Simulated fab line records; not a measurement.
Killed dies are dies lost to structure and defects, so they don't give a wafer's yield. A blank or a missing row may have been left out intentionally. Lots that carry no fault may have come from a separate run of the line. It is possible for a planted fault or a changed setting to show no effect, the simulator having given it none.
Problem report, 8D (eight disciplines) form, completed by code + flow sky130 + the parts of the form that need people (team, actions taken, sign-off) are left out

== 1. THE PROBLEM ==
Wafers without a fault read 43, standard deviation 6.4; killed_at_M0_to_M3 at SKY_PAD_OPEN_PROBE_99 reads a mean of 92 on 4 wafers belonging to 3 lots. That puts it +7.6 standard deviations away from the usual mean.
First seen on wafer L827.2, day 48 11:06, on prober-02. Wafers with a number at this step in the record: 33, from 11 lots. By rule, "out" or "out of limits" means more than 4 standard deviations away from the usual mean. Any other wafer with a number is counted as sound.

== 2. WHAT IT IS AND WHAT IT IS NOT ==
| question                    | is                                      | is not                                                                                                         |
|-----------------------------|-----------------------------------------|----------------------------------------------------------------------------------------------------------------|
| which readings at this step | killed_at_M0_to_M3, sort_bin_5_function | killed_at_M4_up, killedAtContacts, killedAtFrontEnd, killedAtOther, killedOpen, killedShort, sort_bin_6_memory |
| which lots                  | L826, L827, L828                        | L818, L819, L820, L831, L832, L838, L839, L841                                                                 |
| which wafers of those lots  | L826.1, L827.2, L828.1, L828.5          | L826.2, L826.5, L827.3, L827.5, L828.2                                                                         |
| read on which tools         | prober-02                               | prober-01                                                                                                      |
| when                        | from day 48 11:06                       | up to then (9 sound wafers); but 20 sound wafers of L826, L827, L828, L831, L832, L838, L839, L841 came after  |

== 3. THE SUSPECTS, EACH WITH WHAT RULES IT OUT ==
Counting: a tool at a process step up to the reading stays a suspect if it ran every lot that is out. Sound lots after the first of them don't rule it out here, since some wafers of a struck lot are sound.
- cvdW-01 at SKY_VIA3_CVD_21 (deposits W, target thk 390 nm, time 117.31 s): kept. It ran every lot that is out, first L827 (day 42 20:23); its last sound lot up to then is L820 (day 40 05:26).
- prober-02 at SKY_PAD_OPEN_PROBE_99: kept. It ran every lot that is out, first L827 (day 48 11:06); its last sound lot up to then is L820 (day 46 05:51). On those wafers its own readings are out: killed_at_M0_to_M3, sort_bin_5_function.
- Within cvdW-01 at SKY_VIA3_CVD_21, the wafers that are out were processed in chamber 1 and their sound lot-mates in chamber 0.
The count leaves prober-02 at SKY_PAD_OPEN_PROBE_99 and cvdW-01 at SKY_VIA3_CVD_21.

== 4. THE CAUSE (what the simulator had put in) ==
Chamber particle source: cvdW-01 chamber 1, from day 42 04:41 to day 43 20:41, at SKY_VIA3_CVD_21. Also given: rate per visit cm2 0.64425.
This tool is one of the 2 suspects left after counting.

== 5. SEQUENCE OF EFFECTS, ordered by route ==
One row per reading whose mean, taken over the struck wafers that have a number, lies over 3 standard deviations from the usual. Scope: only readings with a usual standard deviation given in the record; hours: median across lots of the time from each lot's start at the first step in this table that gives one to its start at this step; sigmas: change in usual standard deviations.
| hours | step                  | reading              | usual  | on struck wafers | change | sigmas |
|-------|-----------------------|----------------------|--------|------------------|--------|--------|
| 0     | SKY_PAD_OPEN_PROBE_99 | defectLimitedYield   | 82.5 % | 73.6             | -8.9   | -4.7   |
| 0     | SKY_PAD_OPEN_PROBE_99 | killed_at_M0_to_M3   | 43     | 92               | +48    | +7.6   |
| 0     | SKY_PAD_OPEN_PROBE_99 | killedDies           | 86     | 130              | +44    | +4.7   |
| 0     | SKY_PAD_OPEN_PROBE_99 | sort_bin_3_pad_short | 0.9 %  | 2.4              | +1.5   | +3.6   |
| 0     | SKY_PAD_OPEN_PROBE_99 | sort_bin_5_function  | 10.3 % | 17.3             | +7.0   | +4.7   |
| 0     | SKY_PAD_OPEN_PROBE_99 | sortNPass            | 406    | 362              | -44    | -4.7   |
| 0     | SKY_PAD_OPEN_PROBE_99 | sortYieldPct         | 82.5 % | 73.6             | -8.9   | -4.7   |
The process steps in it:
- SKY_PAD_OPEN_PROBE_99

== 6. WHAT WOULD HAVE CAUGHT IT SOONER ==
The fault began at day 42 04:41; the first out-of-limits reading in this record came at day 48 11:06, 150 hours later.
An alarm limit of 4 standard deviations would not have fired on the tool readings at SKY_VIA3_CVD_21 for which the record gives a usual standard deviation, since none of them was out on any struck wafer.
Lots out: 3; all had begun SKY_VIA3_CVD_21 on cvdW-01 by day 48 11:06. None of them would have been spared by holding the tool at that moment.
